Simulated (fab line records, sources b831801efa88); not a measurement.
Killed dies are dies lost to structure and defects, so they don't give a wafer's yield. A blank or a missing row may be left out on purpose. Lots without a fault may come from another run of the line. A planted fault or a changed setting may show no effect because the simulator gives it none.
Which tool did it? | flow sky130 | 13 lots, 37 wafers sampled, at 4 steps of a route of 708

WHAT THE GAUGES READ, wafer by wafer
SKY_FIELD_ISO_THK_MEAS_02.
lot  | measured    | on            | FIELD_ISO_OXIDATION_00_THK (nm)
L423 | day 1 12:22 | film_metro-03 | 11.88 11.79 11.89
L424 | day 1 17:20 | film_metro-03 | 11.58 11.67 11.66
L426 | day 2 02:59 | film_metro-02 | 11.80 11.92 11.99
L428 | day 2 12:51 | film_metro-03 | 11.86 11.98 11.82
L430 | day 2 22:38 | film_metro-01 | 11.90 11.73 11.89
L433 | day 3 13:38 | film_metro-02 | 11.92 12.03 11.79
L439 | day 4 19:38 | film_metro-01 | 11.77 11.96 11.85
L440 | day 5 00:40 | film_metro-01 | 12.40 12.37
L441 | day 5 05:38 | film_metro-03 | 12.20 12.35
L442 | day 5 10:38 | film_metro-02 | 11.82 11.77 11.86
L443 | day 5 16:25 | film_metro-03 | 12.17 12.10 12.09
L444 | day 5 21:32 | film_metro-03 | 11.86 11.90 11.85
L445 | day 6 01:38 | film_metro-01 | 12.01 11.68 11.73

SKY_NWELL_TW_MEAS_26.
lot  | measured     | on            | NWELL_2_TW
L423 | day 5 05:52  | film_metro-02 | 501 497 497
L424 | day 5 11:45  | film_metro-01 | 500 500 502
L426 | day 5 23:52  | film_metro-01 | 500 500 496
L428 | day 6 13:04  | film_metro-01 | 501 499 498
L430 | day 6 22:49  | film_metro-01 | 501 501 501
L433 | day 7 19:13  | film_metro-04 | 500 504 505
L439 | day 9 04:36  | film_metro-04 | 508 471 467
L440 | day 9 09:23  | film_metro-04 | 468 507
L441 | day 9 13:43  | film_metro-02 | 499 453
L442 | day 9 19:07  | film_metro-02 | 495 497 498
L443 | day 10 05:40 | film_metro-01 | 499 503 501
L444 | day 10 09:45 | film_metro-01 | 501 498 498
L445 | day 10 14:40 | film_metro-02 | 503 503 502

WHICH TOOL RAN EACH LOT (tool, then ch and the chambers of the sampled wafers, then the start)
lot  | SKY_FIELD_ISO_ETCH_15             | SKY_NWELL_IMPLANT_24
L423 | rie_diel-03 ch 1,3, day 2 04:42   | implanter-01 ch 0, day 5 05:38
L424 | rie_diel-03 ch 0,1,3, day 2 10:04 | implanter-04 ch 0, day 5 11:30
L426 | rie_diel-03 ch 2,3, day 2 21:13   | implanter-04 ch 0, day 5 23:37
L428 | rie_diel-04 ch 0,2,3, day 3 07:43 | implanter-01 ch 0, day 6 12:49
L430 | rie_diel-04 ch 0,3, day 3 16:53   | implanter-01 ch 0, day 6 22:35
L433 | rie_diel-04 ch 1,2, day 4 07:46   | implanter-04 ch 0, day 7 18:59
L439 | rie_diel-03 ch 0,2,3, day 5 15:41 | implanter-01 ch 0, day 9 04:21
L440 | rie_diel-01 ch 2,3, day 5 20:01   | implanter-01 ch 0, day 9 09:11
L441 | rie_diel-03 ch 1,2, day 6 02:05   | implanter-01 ch 0, day 9 13:29
L442 | rie_diel-01 ch 0,2,3, day 6 06:32 | implanter-04 ch 0, day 9 18:52
L443 | rie_diel-01 ch 1,3, day 6 14:28   | implanter-03 ch 0, day 10 05:26
L444 | rie_diel-04 ch 0,1,2, day 6 18:53 | implanter-03 ch 0, day 10 09:30
L445 | rie_diel-04 ch 1,3, day 6 23:20   | implanter-03 ch 0, day 10 14:25
- SKY_FIELD_ISO_ETCH_15: etches the open film in CHF3/O2, stops on Si, target depth 180 nm, time 72 s.
- SKY_NWELL_IMPLANT_24

WHAT THE TOOLS THEMSELVES READ (means of the sampled wafers that have a number; where no wafer has one, the mark that the record gives instead)
SKY_FIELD_ISO_ETCH_15.
lot  | tool        | drypump_motor_current_A (A) | oes_product_au (a.u.) | throttle_valve_pct (%)
L423 | rie_diel-03 | 5.6                         | 0.948                 | 8.844
L424 | rie_diel-03 | 5.8                         | 0.948                 | 8.839
L426 | rie_diel-03 | 6.0                         | 0.955                 | 8.852
L428 | rie_diel-04 | 5.9                         | 0.949                 | 8.846
L430 | rie_diel-04 | 5.7                         | 0.949                 | 8.853
L433 | rie_diel-04 | 6.2                         | 0.941                 | 8.848
L439 | rie_diel-03 | 5.9                         | 0.954                 | 8.851
L440 | rie_diel-01 | 5.8                         | 0.928                 | 8.838
L441 | rie_diel-03 | 5.4                         | 0.942                 | 8.839
L442 | rie_diel-01 | 5.8                         | 0.944                 | 8.846
L443 | rie_diel-01 | 5.9                         | 0.949                 | 8.840
L444 | rie_diel-04 | 6.0                         | 0.949                 | 8.845
L445 | rie_diel-04 | 5.5                         | 0.955                 | 8.838

SKY_NWELL_IMPLANT_24.
lot  | tool         | beam_on_s (s) | faraday_current_uA
L423 | implanter-01 | 10.00         | 51.9
L424 | implanter-04 | 10.07         | 51.6
L426 | implanter-04 | 10.00         | 51.7
L428 | implanter-01 | 10.02         | 51.8
L430 | implanter-01 | 9.69          | 53.6
L433 | implanter-04 | 9.88          | 52.5
L439 | implanter-01 | 8.56          | 61.9
L440 | implanter-01 | 8.68          | 61.2
L441 | implanter-01 | 8.84          | 59.9
L442 | implanter-04 | 9.93          | 52.2
L443 | implanter-03 | 9.95          | 52.1
L444 | implanter-03 | 9.88          | 52.4
L445 | implanter-03 | 10.07         | 51.5

THE ANSWER, worked out from the rows above alone
Rule: what is usual is taken from the lots themselves. Put in order of their means at a reading, lots are off if they are a third of the lots or fewer, leave a main group of 4 or more, and stand apart from it by a gap of 3 or more times the standard deviation of the main group's means; of several such gaps the widest counts. A main group whose means are all the same, to the digits that the tables above print for the reading, isn't used. A lot without any number at a reading at which 4 lots or more have one is off too. The other lots that the step has rows for count as sound. The gauges are gone through in route order, then the tools' own readings, and for those a lot's mean is taken as printed above. The first step at which some lot is off is used, and at that step the reading that is off furthest; a lot without a number counts as furthest.
Off: L439, L440, L441, at SKY_NWELL_TW_MEAS_26 (NWELL_2_TW). The main group: mean 500, standard deviation 1.9.
A tool fits if, at a process step before that reading, it ran every lot that is off, and no sound lot after the first of them. The gauges at SKY_NWELL_TW_MEAS_26 aren't tried: what is off there is off at SKY_NWELL_IMPLANT_24 too, on other tools, and a gauge's error can't cause that. One fits: implanter-01 at SKY_NWELL_IMPLANT_24. Its last sound lot is L430 (day 6 22:35), its first lot that is off L439 (day 9 04:21): a fault that began between those two fits.
The tool's own readings at SKY_NWELL_IMPLANT_24 bear it out: on the lots that are off they differ by more than 5 times the standard deviation of the sound lots' means. beam_on_s reads 8.69 s there against 9.95 s on the sound lots; faraday_current_uA reads 61.0 there against 52.1 on the sound lots.

WHAT THE SIMULATOR HAD PUT IN
Process parameter drift: implanter-01, from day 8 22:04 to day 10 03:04, at SKY_NWELL_IMPLANT_24. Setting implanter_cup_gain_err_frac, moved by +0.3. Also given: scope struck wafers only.
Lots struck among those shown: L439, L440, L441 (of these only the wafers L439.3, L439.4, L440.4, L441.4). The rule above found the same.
